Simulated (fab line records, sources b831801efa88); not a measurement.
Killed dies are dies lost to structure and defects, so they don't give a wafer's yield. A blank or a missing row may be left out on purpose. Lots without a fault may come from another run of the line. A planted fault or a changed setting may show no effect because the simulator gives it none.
One fault seen from 2 desks | flow sky130 | each desk has only its own numbers; what lay behind them comes last

THE METROLOGY DESK
What the gauges read, lot by lot, whatever tool the lot ran on: means of the sampled wafers that have a number. A lot is out of limits, marked OUT, if its mean lies more than 4 standard deviations from the usual mean; the brackets give that distance.
Columns: A = cd_nm at SKY_VT_ADJUST_NCORE_CD_MEAS_07, usual 379.2 nm; B = cd_nm at SKY_POLY_GATE_CD_MEAS_13, usual 149.6 nm
lot  | first seen here | A     | B
L343 | day 8 18:46     | 380.9 | 150.3
L345 | day 9 18:52     | 375.4 | 149.3
L347 | day 9 20:28     | 377.6 | 149.8
L348 | day 10 13:25    | 377.9 | 149.3
L349 | day 10 13:57    | 379.9 | 149.3
L352 | day 11 11:11    | 385.3 | 152.1
L354 | day 11 20:34    | 380.5 | 147.0
L360 | day 13 19:05    | 378.2 | 148.1
L361 | day 13 21:50    | 380.9 | 147.4
L362 | day 14 09:25    | 378.4 | 150.1
L363 | day 14 09:40    | 378.6 | 151.9
L365 | day 15 02:05    | 380.5 | 149.3
L366 | day 15 10:38    | 379.0 | 149.9
This desk's finding: nothing out of limits on any of the 13 lots.

THE TOOL OWNER'S DESK: implanter-04
The tool's own readings at SKY_LDD_HVN_IMPLANT_08: means of the sampled wafers that have a number, for each lot that ran on this tool. A lot is out of limits, marked OUT, if its mean lies more than 4 standard deviations from the usual mean; the brackets give that distance.
Columns: A = dose_ions_cm2 at SKY_LDD_HVN_IMPLANT_08, usual 3e+13
lot  | first seen here | A
L345 | day 21 16:25    | 3e+13
L347 | day 21 23:22    | 3e+13
L348 | day 22 22:28    | 3e+13
L349 | day 23 00:41    | 3e+13 (+35) OUT
L352 | day 23 23:49    | 3e+13 (+36) OUT
L363 | day 27 13:56    | 3e+13
This desk's finding: out of limits on L349, L352; first on L349, day 23 00:41 (dose_ions_cm2 at SKY_LDD_HVN_IMPLANT_08). In limits: L345, L347, L348, L363.

PUT TOGETHER
The tool owner's desk could have raised an alarm at day 23 00:41, on L349, L352.
The metrology desk saw nothing out of limits.
The metrology desk has L349, L352 on record, within its limits.
Of the lots named, all ran SKY_LDD_HVN_IMPLANT_08 on implanter-04.

WHAT THE SIMULATOR HAD PUT IN
Process parameter drift: implanter-04, from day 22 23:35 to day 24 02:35, at SKY_LDD_HVN_IMPLANT_08. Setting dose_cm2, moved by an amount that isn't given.
Lots struck among those shown: L349, L352.
Hours from the fault's start to each desk's first reading out of limits: the tool owner's desk, 1.
